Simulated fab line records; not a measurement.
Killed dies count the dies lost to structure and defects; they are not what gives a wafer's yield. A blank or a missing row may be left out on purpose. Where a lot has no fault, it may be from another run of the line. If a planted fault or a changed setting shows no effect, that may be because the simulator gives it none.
Which of the tools did it? || flow gf180mcu || 15 lots with 45 wafers sampled at 5 steps, on a route of 602 steps

## WHAT EACH GAUGE READ, for each wafer
GF_STI_BOW_MEAS_00. Usual: for INCOMING_BOW the level is 0 um and the standard deviation is 5.8.
{"lot": "L957", "measured": "day 1 15:02", "on": "film_metro-04", "INCOMING_BOW (um)": "4 6 11", "flag": ""}
{"lot": "L958", "measured": "day 1 20:00", "on": "film_metro-01", "INCOMING_BOW (um)": "-8 1 4", "flag": ""}
{"lot": "L960", "measured": "day 2 06:02", "on": "film_metro-03", "INCOMING_BOW (um)": "5 -3 6", "flag": ""}
{"lot": "L961", "measured": "day 2 11:01", "on": "film_metro-04", "INCOMING_BOW (um)": "6 -3 -2", "flag": ""}
{"lot": "L962", "measured": "day 2 16:01", "on": "film_metro-01", "INCOMING_BOW (um)": "-6 -7 7", "flag": ""}
{"lot": "L963", "measured": "day 2 21:02", "on": "film_metro-04", "INCOMING_BOW (um)": "6 -2 -4", "flag": ""}
{"lot": "L964", "measured": "day 3 02:01", "on": "film_metro-04", "INCOMING_BOW (um)": "-1 1 15", "flag": ""}
{"lot": "L965", "measured": "day 3 07:00", "on": "film_metro-01", "INCOMING_BOW (um)": "-5 6 -2", "flag": ""}
{"lot": "L967", "measured": "day 3 17:00", "on": "film_metro-03", "INCOMING_BOW (um)": "-6 4 -7", "flag": ""}
{"lot": "L968", "measured": "day 3 22:00", "on": "film_metro-01", "INCOMING_BOW (um)": "-2 1 4", "flag": ""}
{"lot": "L973", "measured": "day 4 23:00", "on": "film_metro-04", "INCOMING_BOW (um)": "-5 -11 -1", "flag": ""}
{"lot": "L974", "measured": "day 5 04:01", "on": "film_metro-03", "INCOMING_BOW (um)": "-1 10 -6", "flag": ""}
{"lot": "L976", "measured": "day 5 14:02", "on": "film_metro-01", "INCOMING_BOW (um)": "10 -2 10", "flag": ""}
{"lot": "L978", "measured": "day 6 00:01", "on": "film_metro-01", "INCOMING_BOW (um)": "-9 3 -1", "flag": ""}
{"lot": "L979", "measured": "day 6 05:02", "on": "film_metro-04", "INCOMING_BOW (um)": "3 0 9", "flag": ""}

GF_HV_LDD_CD_MEAS_31: the cd target is 400 nm. Usual: cd_nm reads 399.7 nm (standard deviation 2.5).
{"lot": "L957", "measured": "day 11 19:47", "on": "cd_sem-01", "cd_nm (nm)": "397.4 396.2 397.7", "flag": ""}
{"lot": "L958", "measured": "day 12 10:54", "on": "cd_sem-01", "cd_nm (nm)": "401.2 403.0 400.8", "flag": ""}
{"lot": "L960", "measured": "day 12 12:38", "on": "cd_sem-01", "cd_nm (nm)": "401.3 400.3 399.3", "flag": ""}
{"lot": "L961", "measured": "day 12 22:55", "on": "cd_sem-01", "cd_nm (nm)": "402.6 402.5 401.4", "flag": ""}
{"lot": "L962", "measured": "day 13 18:49", "on": "cd_sem-01", "cd_nm (nm)": "400.9 399.9 400.8", "flag": ""}
{"lot": "L963", "measured": "day 13 21:50", "on": "cd_sem-01", "cd_nm (nm)": "399.5 397.6 396.7", "flag": ""}
{"lot": "L964", "measured": "day 14 02:55", "on": "cd_sem-02", "cd_nm (nm)": "401.5 399.2 401.7", "flag": ""}
{"lot": "L965", "measured": "day 14 08:39", "on": "cd_sem-02", "cd_nm (nm)": "394.5 396.4 398.1", "flag": ""}
{"lot": "L967", "measured": "day 15 02:00", "on": "cd_sem-02", "cd_nm (nm)": "404.2 402.4 400.9", "flag": ""}
{"lot": "L968", "measured": "day 15 07:50", "on": "cd_sem-01", "cd_nm (nm)": "400.1 397.2 397.9", "flag": ""}
{"lot": "L973", "measured": "day 17 01:11", "on": "cd_sem-01", "cd_nm (nm)": "397.7 397.5 398.8", "flag": ""}
{"lot": "L974", "measured": "day 17 07:58", "on": "cd_sem-01", "cd_nm (nm)": "399.3 397.5 398.3", "flag": ""}
{"lot": "L976", "measured": "day 18 05:47", "on": "cd_sem-01", "cd_nm (nm)": "403.3 401.6 402.5", "flag": ""}
{"lot": "L978", "measured": "day 18 21:13", "on": "cd_sem-02", "cd_nm (nm)": "400.0 400.9 400.9", "flag": ""}
{"lot": "L979", "measured": "day 19 02:08", "on": "cd_sem-01", "cd_nm (nm)": "399.0 397.9 397.1", "flag": ""}

## WHICH TOOL RAN EACH LOT (tool, then ch and the chambers of the sampled wafers, then the start)
{"lot": "L957", "GF_STI_ETCH_14": "rie_si-02 ch 0,1, day 2 09:36", "GF_STI_STRIP_15": "plasma_asher-01 ch 0,1, day 2 09:43", "GF_POLY_GATE_ETCH_12": "rie_diel-03 ch 0,1,2, day 9 12:04"}
{"lot": "L958", "GF_STI_ETCH_14": "rie_si-01 ch 0,1,2, day 2 12:15", "GF_STI_STRIP_15": "plasma_asher-02 ch 0,1, day 2 12:19", "GF_POLY_GATE_ETCH_12": "rie_diel-03 ch 0,2,3, day 10 01:24"}
{"lot": "L960", "GF_STI_ETCH_14": "rie_si-01 ch 2,3, day 2 22:35", "GF_STI_STRIP_15": "plasma_asher-03 ch 0,1, day 2 22:42", "GF_POLY_GATE_ETCH_12": "rie_diel-04 ch 1,3, day 10 03:07"}
{"lot": "L961", "GF_STI_ETCH_14": "rie_si-02 ch 0,1,2, day 3 02:18", "GF_STI_STRIP_15": "plasma_asher-03 ch 0,1, day 3 02:22", "GF_POLY_GATE_ETCH_12": "rie_diel-03 ch 0,1,2, day 10 12:37"}
{"lot": "L962", "GF_STI_ETCH_14": "rie_si-02 ch 0,2, day 3 10:28", "GF_STI_STRIP_15": "plasma_asher-01 ch 0, day 3 10:32", "GF_POLY_GATE_ETCH_12": "rie_diel-03 ch 0,1,3, day 11 06:25"}
{"lot": "L963", "GF_STI_ETCH_14": "rie_si-02 ch 0,2,3, day 3 13:19", "GF_STI_STRIP_15": "plasma_asher-03 ch 0,1, day 3 13:26", "GF_POLY_GATE_ETCH_12": "rie_diel-02 ch 0,1,3, day 11 09:22"}
{"lot": "L964", "GF_STI_ETCH_14": "rie_si-02 ch 0,1, day 3 19:21", "GF_STI_STRIP_15": "plasma_asher-03 ch 0,1, day 3 19:25", "GF_POLY_GATE_ETCH_12": "rie_diel-02 ch 0,1,2, day 11 14:31"}
{"lot": "L965", "GF_STI_ETCH_14": "rie_si-01 ch 0,1,3, day 4 00:51", "GF_STI_STRIP_15": "plasma_asher-03 ch 0,1, day 4 00:55", "GF_POLY_GATE_ETCH_12": "rie_diel-02 ch 0,1,2, day 11 18:01"}
{"lot": "L967", "GF_STI_ETCH_14": "rie_si-02 ch 0,1, day 4 14:22", "GF_STI_STRIP_15": "plasma_asher-03 ch 0,1, day 4 14:26", "GF_POLY_GATE_ETCH_12": "rie_diel-02 ch 1,2,3, day 12 10:37"}
{"lot": "L968", "GF_STI_ETCH_14": "rie_si-02 ch 0,1,3, day 4 16:39", "GF_STI_STRIP_15": "plasma_asher-01 ch 0,1, day 4 16:44", "GF_POLY_GATE_ETCH_12": "rie_diel-04 ch 0,1,2, day 12 16:07"}
{"lot": "L973", "GF_STI_ETCH_14": "rie_si-01 ch 0,2,3, day 5 16:37", "GF_STI_STRIP_15": "plasma_asher-03 ch 0,1, day 5 16:41", "GF_POLY_GATE_ETCH_12": "rie_diel-03 ch 1,2,3, day 14 05:46"}
{"lot": "L974", "GF_STI_ETCH_14": "rie_si-01 ch 2,3, day 5 22:16", "GF_STI_STRIP_15": "plasma_asher-01 ch 0,1, day 5 22:20", "GF_POLY_GATE_ETCH_12": "rie_diel-04 ch 0,1,2, day 14 11:30"}
{"lot": "L976", "GF_STI_ETCH_14": "rie_si-01 ch 1,2,3, day 6 09:33", "GF_STI_STRIP_15": "plasma_asher-01 ch 0,1, day 6 09:40", "GF_POLY_GATE_ETCH_12": "rie_diel-02 ch 0,1,3, day 15 05:46"}
{"lot": "L978", "GF_STI_ETCH_14": "rie_si-01 ch 0,1,3, day 6 18:34", "GF_STI_STRIP_15": "plasma_asher-01 ch 0,1, day 6 18:38", "GF_POLY_GATE_ETCH_12": "rie_diel-02 ch 1,2,3, day 15 16:27"}
{"lot": "L979", "GF_STI_ETCH_14": "rie_si-02 ch 1,2, day 6 23:27", "GF_STI_STRIP_15": "plasma_asher-02 ch 0,1, day 6 23:33", "GF_POLY_GATE_ETCH_12": "rie_diel-02 ch 1,3, day 16 02:58"}
- GF_STI_ETCH_14: etches Si in HBr/Cl2/O2, target depth 360 nm, time 102.9 s.
- GF_STI_STRIP_15: strips in O2/N2.
- GF_POLY_GATE_ETCH_12: etches BARC in N2/H2.

## AS READ BY THE TOOLS THEMSELVES (means over the sampled wafers that have a number; for cases with no such wafer, the mark the record gives instead)
GF_STI_ETCH_14. Usual: bias_w 150.1 W, standard deviation 0.46; drypump_motor_current_A 5.7 A, standard deviation 0.46; oes_product_au 1.003 a.u., standard deviation 0.01; run_length_s 131.2 s, standard deviation 0.5; throttle_valve_pct 25.653 %, standard deviation 0.012.
{"lot": "L957", "tool": "rie_si-02", "bias_w (W)": 150.5, "drypump_motor_current_A (A)": 5.8, "oes_product_au (a.u.)": 1.002, "run_length_s (s)": 131.4, "throttle_valve_pct (%)": 25.660, "flag": ""}
{"lot": "L958", "tool": "rie_si-01", "bias_w (W)": 149.8, "drypump_motor_current_A (A)": 5.3, "oes_product_au (a.u.)": 1.008, "run_length_s (s)": 131.2, "throttle_valve_pct (%)": 25.651, "flag": ""}
{"lot": "L960", "tool": "rie_si-01", "bias_w (W)": 150.2, "drypump_motor_current_A (A)": 5.8, "oes_product_au (a.u.)": 0.994, "run_length_s (s)": 130.8, "throttle_valve_pct (%)": 25.659, "flag": ""}
{"lot": "L961", "tool": "rie_si-02", "bias_w (W)": 150.0, "drypump_motor_current_A (A)": 5.8, "oes_product_au (a.u.)": 1.003, "run_length_s (s)": 131.3, "throttle_valve_pct (%)": 25.649, "flag": ""}
{"lot": "L962", "tool": "rie_si-02", "bias_w (W)": 149.9, "drypump_motor_current_A (A)": 5.8, "oes_product_au (a.u.)": 1.013, "run_length_s (s)": 131.8, "throttle_valve_pct (%)": 25.646, "flag": ""}
{"lot": "L963", "tool": "rie_si-02", "bias_w (W)": 150.3, "drypump_motor_current_A (A)": 6.1, "oes_product_au (a.u.)": 1.010, "run_length_s (s)": 131.2, "throttle_valve_pct (%)": 25.651, "flag": ""}
{"lot": "L964", "tool": "rie_si-02", "bias_w (W)": 150.0, "drypump_motor_current_A (A)": 5.8, "oes_product_au (a.u.)": 1.005, "run_length_s (s)": 112.4, "throttle_valve_pct (%)": 25.637, "flag": "OFF"}
{"lot": "L965", "tool": "rie_si-01", "bias_w (W)": 150.5, "drypump_motor_current_A (A)": 5.5, "oes_product_au (a.u.)": 0.999, "run_length_s (s)": 131.0, "throttle_valve_pct (%)": 25.644, "flag": ""}
{"lot": "L967", "tool": "rie_si-02", "bias_w (W)": 149.6, "drypump_motor_current_A (A)": 6.1, "oes_product_au (a.u.)": 1.007, "run_length_s (s)": 122.0, "throttle_valve_pct (%)": 25.652, "flag": "OFF"}
{"lot": "L968", "tool": "rie_si-02", "bias_w (W)": 150.0, "drypump_motor_current_A (A)": 6.0, "oes_product_au (a.u.)": 0.998, "run_length_s (s)": 121.7, "throttle_valve_pct (%)": 25.662, "flag": "OFF"}
{"lot": "L973", "tool": "rie_si-01", "bias_w (W)": 149.8, "drypump_motor_current_A (A)": 5.6, "oes_product_au (a.u.)": 1.003, "run_length_s (s)": 131.3, "throttle_valve_pct (%)": 25.650, "flag": ""}
{"lot": "L974", "tool": "rie_si-01", "bias_w (W)": 150.7, "drypump_motor_current_A (A)": 5.8, "oes_product_au (a.u.)": 1.003, "run_length_s (s)": 130.9, "throttle_valve_pct (%)": 25.656, "flag": ""}
{"lot": "L976", "tool": "rie_si-01", "bias_w (W)": 150.6, "drypump_motor_current_A (A)": 5.6, "oes_product_au (a.u.)": 1.005, "run_length_s (s)": 130.9, "throttle_valve_pct (%)": 25.641, "flag": ""}
{"lot": "L978", "tool": "rie_si-01", "bias_w (W)": 150.5, "drypump_motor_current_A (A)": 5.5, "oes_product_au (a.u.)": 0.996, "run_length_s (s)": 131.0, "throttle_valve_pct (%)": 25.658, "flag": ""}
{"lot": "L979", "tool": "rie_si-02", "bias_w (W)": 150.0, "drypump_motor_current_A (A)": 5.4, "oes_product_au (a.u.)": 0.998, "run_length_s (s)": 131.0, "throttle_valve_pct (%)": 25.661, "flag": ""}

GF_STI_STRIP_15. Usual: drypump_motor_current_A 5.8 A, standard deviation 0.42; heater_power_w 317 W, standard deviation 30; oes_product_au 0.383 a.u., standard deviation 0.0047; strip_time_to_endpoint_s 3.72 s, standard deviation 0.047.
{"lot": "L957", "tool": "plasma_asher-01", "drypump_motor_current_A (A)": 5.8, "heater_power_w (W)": 324, "oes_product_au (a.u.)": 0.383, "strip_time_to_endpoint_s (s)": 3.72, "flag": ""}
{"lot": "L958", "tool": "plasma_asher-02", "drypump_motor_current_A (A)": 5.2, "heater_power_w (W)": 302, "oes_product_au (a.u.)": 0.383, "strip_time_to_endpoint_s (s)": 3.69, "flag": ""}
{"lot": "L960", "tool": "plasma_asher-03", "drypump_motor_current_A (A)": 6.1, "heater_power_w (W)": 345, "oes_product_au (a.u.)": 0.384, "strip_time_to_endpoint_s (s)": 3.75, "flag": ""}
{"lot": "L961", "tool": "plasma_asher-03", "drypump_motor_current_A (A)": 6.1, "heater_power_w (W)": 326, "oes_product_au (a.u.)": 0.387, "strip_time_to_endpoint_s (s)": 3.77, "flag": ""}
{"lot": "L962", "tool": "plasma_asher-01", "drypump_motor_current_A (A)": 5.5, "heater_power_w (W)": 321, "oes_product_au (a.u.)": 0.380, "strip_time_to_endpoint_s (s)": 3.67, "flag": ""}
{"lot": "L963", "tool": "plasma_asher-03", "drypump_motor_current_A (A)": 6.0, "heater_power_w (W)": 344, "oes_product_au (a.u.)": 0.385, "strip_time_to_endpoint_s (s)": 3.70, "flag": ""}
{"lot": "L964", "tool": "plasma_asher-03", "drypump_motor_current_A (A)": 6.1, "heater_power_w (W)": 325, "oes_product_au (a.u.)": 0.392, "strip_time_to_endpoint_s (s)": 3.93, "flag": "OFF"}
{"lot": "L965", "tool": "plasma_asher-03", "drypump_motor_current_A (A)": 6.1, "heater_power_w (W)": 340, "oes_product_au (a.u.)": 0.382, "strip_time_to_endpoint_s (s)": 3.72, "flag": ""}
{"lot": "L967", "tool": "plasma_asher-03", "drypump_motor_current_A (A)": 6.1, "heater_power_w (W)": 340, "oes_product_au (a.u.)": 0.391, "strip_time_to_endpoint_s (s)": 3.88, "flag": "OFF"}
{"lot": "L968", "tool": "plasma_asher-01", "drypump_motor_current_A (A)": 6.0, "heater_power_w (W)": 318, "oes_product_au (a.u.)": 0.387, "strip_time_to_endpoint_s (s)": 3.84, "flag": ""}
{"lot": "L973", "tool": "plasma_asher-03", "drypump_motor_current_A (A)": 6.1, "heater_power_w (W)": 343, "oes_product_au (a.u.)": 0.381, "strip_time_to_endpoint_s (s)": 3.75, "flag": ""}
{"lot": "L974", "tool": "plasma_asher-01", "drypump_motor_current_A (A)": 5.7, "heater_power_w (W)": 320, "oes_product_au (a.u.)": 0.386, "strip_time_to_endpoint_s (s)": 3.73, "flag": ""}
{"lot": "L976", "tool": "plasma_asher-01", "drypump_motor_current_A (A)": 6.0, "heater_power_w (W)": 317, "oes_product_au (a.u.)": 0.380, "strip_time_to_endpoint_s (s)": 3.70, "flag": ""}
{"lot": "L978", "tool": "plasma_asher-01", "drypump_motor_current_A (A)": 6.0, "heater_power_w (W)": 313, "oes_product_au (a.u.)": 0.386, "strip_time_to_endpoint_s (s)": 3.71, "flag": ""}
{"lot": "L979", "tool": "plasma_asher-02", "drypump_motor_current_A (A)": 5.4, "heater_power_w (W)": 279, "oes_product_au (a.u.)": 0.383, "strip_time_to_endpoint_s (s)": 3.73, "flag": ""}

GF_POLY_GATE_ETCH_12. Usual: bias_w 100.0 W, standard deviation 0.31; drypump_motor_current_A 5.9 A, standard deviation 0.35; oes_product_au 0.735 a.u., standard deviation 0.0047; throttle_valve_pct 13.215 %, standard deviation 0.0087.
{"lot": "L957", "tool": "rie_diel-03", "bias_w (W)": 100.1, "drypump_motor_current_A (A)": 5.9, "oes_product_au (a.u.)": 0.737, "throttle_valve_pct (%)": 13.213, "flag": ""}
{"lot": "L958", "tool": "rie_diel-03", "bias_w (W)": 100.1, "drypump_motor_current_A (A)": 6.1, "oes_product_au (a.u.)": 0.733, "throttle_valve_pct (%)": 13.217, "flag": ""}
{"lot": "L960", "tool": "rie_diel-04", "bias_w (W)": 100.0, "drypump_motor_current_A (A)": 5.8, "oes_product_au (a.u.)": 0.738, "throttle_valve_pct (%)": 13.207, "flag": ""}
{"lot": "L961", "tool": "rie_diel-03", "bias_w (W)": 99.7, "drypump_motor_current_A (A)": 5.9, "oes_product_au (a.u.)": 0.735, "throttle_valve_pct (%)": 13.220, "flag": ""}
{"lot": "L962", "tool": "rie_diel-03", "bias_w (W)": 99.7, "drypump_motor_current_A (A)": 6.1, "oes_product_au (a.u.)": 0.741, "throttle_valve_pct (%)": 13.223, "flag": ""}
{"lot": "L963", "tool": "rie_diel-02", "bias_w (W)": 100.1, "drypump_motor_current_A (A)": 5.7, "oes_product_au (a.u.)": 0.740, "throttle_valve_pct (%)": 13.218, "flag": ""}
{"lot": "L964", "tool": "rie_diel-02", "bias_w (W)": 99.8, "drypump_motor_current_A (A)": 5.8, "oes_product_au (a.u.)": 0.738, "throttle_valve_pct (%)": 13.227, "flag": ""}
{"lot": "L965", "tool": "rie_diel-02", "bias_w (W)": 100.1, "drypump_motor_current_A (A)": 5.8, "oes_product_au (a.u.)": 0.736, "throttle_valve_pct (%)": 13.217, "flag": ""}
{"lot": "L967", "tool": "rie_diel-02", "bias_w (W)": 100.1, "drypump_motor_current_A (A)": 5.8, "oes_product_au (a.u.)": 0.738, "throttle_valve_pct (%)": 13.214, "flag": ""}
{"lot": "L968", "tool": "rie_diel-04", "bias_w (W)": 99.8, "drypump_motor_current_A (A)": 6.1, "oes_product_au (a.u.)": 0.738, "throttle_valve_pct (%)": 13.211, "flag": ""}
{"lot": "L973", "tool": "rie_diel-03", "bias_w (W)": 99.8, "drypump_motor_current_A (A)": 5.9, "oes_product_au (a.u.)": 0.736, "throttle_valve_pct (%)": 13.216, "flag": ""}
{"lot": "L974", "tool": "rie_diel-04", "bias_w (W)": 100.1, "drypump_motor_current_A (A)": 6.1, "oes_product_au (a.u.)": 0.735, "throttle_valve_pct (%)": 13.204, "flag": ""}
{"lot": "L976", "tool": "rie_diel-02", "bias_w (W)": 100.1, "drypump_motor_current_A (A)": 5.7, "oes_product_au (a.u.)": 0.739, "throttle_valve_pct (%)": 13.215, "flag": ""}
{"lot": "L978", "tool": "rie_diel-02", "bias_w (W)": 100.0, "drypump_motor_current_A (A)": 5.8, "oes_product_au (a.u.)": 0.739, "throttle_valve_pct (%)": 13.211, "flag": ""}
{"lot": "L979", "tool": "rie_diel-02", "bias_w (W)": 99.8, "drypump_motor_current_A (A)": 5.9, "oes_product_au (a.u.)": 0.735, "throttle_valve_pct (%)": 13.216, "flag": ""}

## THE ANSWER, worked out from the rows above alone
Rule: take the mean of a lot's wafers that have a number; if it is more than 3 standard deviations from the usual mean, the lot is off. A lot without any number at a reading at which 4 lots or more have one is off too. All remaining lots with rows at the step are treated as sound. Order of review: gauges by route order, followed by the tools' own readings, for which a lot's mean as printed above is used. At the first step where some lot is off, the reading lying furthest off is the one used; lots without a number count as furthest.
Off at GF_STI_ETCH_14 (run_length_s): L964, L967, L968.
A tool fits if, at that step or a process step before it, it ran every lot that is off, and no sound lot after the first of them. Of those tried, none fits.

## WHAT THE SIMULATOR HAD PUT IN
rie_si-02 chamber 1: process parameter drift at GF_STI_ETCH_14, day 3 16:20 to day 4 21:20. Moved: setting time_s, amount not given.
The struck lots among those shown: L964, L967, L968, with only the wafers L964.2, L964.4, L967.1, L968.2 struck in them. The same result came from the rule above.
